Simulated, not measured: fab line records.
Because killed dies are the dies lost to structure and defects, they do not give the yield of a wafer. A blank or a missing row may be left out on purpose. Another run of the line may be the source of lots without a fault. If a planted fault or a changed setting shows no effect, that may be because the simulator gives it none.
Comparing a struck lot with a sound one | flow sky130 | 16 out of 708 route steps
Sound: these wafers, L566.1, L566.4, L566.5. Struck: wafers L574.3, L574.6 (left out: L574.2, a lot-mate that was not struck); the cause follows at the end.
Per side, at each step with rows, come the tool, then ch with its chambers, and then its first start. Under that, the readings that differ: sound wafers | struck wafers | difference of the means | sigmas: that difference in standard deviations of wafers without a fault.
alike: readings whose means differ by less than 2 such deviations, and words and numbers that are the same on both sides. not compared: withheld readings, readings that some wafer has no value for, bounds like >300 that may hide the same value, and numbers for which the record gives no deviation and whose values overlap.
Wherever a step has rows on one side only, a row that says differs or no value, or a row with sigmas, the two part there. Numbers that don't overlap but have no deviation are shown without sigmas and don't part them. A reading missing from all wafers of one side parts the sides only when that side holds two or more wafers.

first, 3 steps without rows for these wafers: SKY_METAL2_EXPOSE_12 (exposes mask MM2, target cd 140 nm); SKY_METAL2_PEB_13; SKY_METAL2_DEVELOP_14 (develop time 60 s).
SKY_METAL2_CD_MEAS_15: target cd 140 nm.
  struck on cdSem-01, day 39 23:05; sound on cdSem-02, day 38 00:42
  alike: cdNm
SKY_METAL2_OVL_MEAS_16:
  struck on overlay-01, day 39 23:11; sound on overlay-02, day 38 00:49
  alike: METAL2_OVL
SKY_METAL2_DESCUM_17: chemistry O2, time 8 s.
  sound on rieMetal-03 ch 0,1, day 38 00:52; struck on rieMetal-01 ch 1, day 39 23:13
  alike: chamberPressureMTorr, drypumpMotorCurrentA, oesProductAu
  not compared: rfHoursCounterH
SKY_METAL2_ETCH_18: etches BARC in N2/H2, stops on SiO2, time 45.9 s, target depth 60 nm.
  sound on rieMetal-03 ch 0,1, day 38 00:53; struck on rieMetal-01 ch 1, day 39 23:15
  alike: chamberPressureMTorr, drypumpMotorCurrentA, oesProductAu, throttleValvePct
  not compared: rfHoursCounterH
SKY_METAL2_METAL_ETCH_19: etches the open film in Cl2/BCl3, stops on SiO2, target depth 360 nm, time 78 s.
  sound on rieMetal-03 ch 0,1, day 38 00:57; struck on rieMetal-01 ch 1, day 39 23:19
reading              | sound                | struck        | difference | sigmas
throttleValvePct (%) | 22.254 22.258 22.250 | 22.269 22.284 | +0.022     | +3
  alike: chamberPressureMTorr, drypumpMotorCurrentA, oesProductAu
  not compared: rfHoursCounterH
SKY_METAL2_STRIP_20: strips in O2/N2.
  sound on plasmaAsher-02 ch 0,1, day 38 01:02; struck on plasmaAsher-01 ch 0,1, day 39 23:25
  alike: chamberPressureMTorr, drypumpMotorCurrentA, oesProductAu, stripTimeToEndpointS
  not compared: rfHoursCounterH
then, 3 steps without rows for these wafers: SKY_METAL2_STRIP_21 (strips in post etch residue remover, time 1200 s); SKY_METAL2_CLEAN_22 (cleans in IPA, time 180 s); SKY_METAL2_CLEAN_23 (cleans in O3/DIW).
SKY_VIA2_HDPCVD_00: deposits SiO2, target thk 1180 nm, time 196.7 s.
  sound on hdpcvd-02 ch 0,1, day 38 01:40; struck on hdpcvd-01 ch 0, day 40 00:00
reading                                 | sound             | struck      | difference | sigmas
sih4FlowSccm (sccm)                     | 60.08 60.24 59.94 | 72.01 71.84 | +11.84     | +70
model.SiO2_of_VIA2_HDPCVD_00.thkNm (nm) | 1175 1154 1179    | 1408 1434   | +252       | 
SKY_VIA2_THK_MEAS_01:
  struck on filmMetro-03, day 40 00:08; sound on filmMetro-04, day 38 01:54
reading              | sound          | struck    | difference | sigmas
VIA2_HDPCVD_THK (nm) | 1176 1154 1178 | 1408 1435 | +252       | +19
SKY_VIA2_CMP_02: polishes SiO2.
  sound on cmp-02 ch 1,3, day 38 01:58; struck on cmp-02 ch 0, day 40 00:11
  alike: motorCurrentA, retainingRingPressureFrac
-- the record jumps here: 10 days lie between the struck wafers' starts before and after (it left off in module VIA2 and takes up again in module PAD_OPEN, whose first step shown is number 708 of the route) --
SKY_PAD_OPEN_PROBE_99:
  struck on prober-02, day 49 15:52; sound on prober-02, day 48 05:47
reading                  | sound       | struck  | difference | sigmas
sort_bin_3_pad_short (%) | 1.0 1.4 1.8 | 0.4 0.6 | -0.9       | -2
  alike: defectLimitedYield, killed_at_M0_to_M3, killed_at_M4_up, killedAtContacts, killedAtFrontEnd, killedAtOther, killedDies, killedOpen, killedShort, sort_bin_5_function, sort_bin_6_memory, sortNPass, sortYieldPct

== WHERE THEY PART ==
Last at SKY_PAD_OPEN_PROBE_99 as far as this record goes, first at SKY_METAL2_METAL_ETCH_19.

WHY: whatever the simulator had introduced
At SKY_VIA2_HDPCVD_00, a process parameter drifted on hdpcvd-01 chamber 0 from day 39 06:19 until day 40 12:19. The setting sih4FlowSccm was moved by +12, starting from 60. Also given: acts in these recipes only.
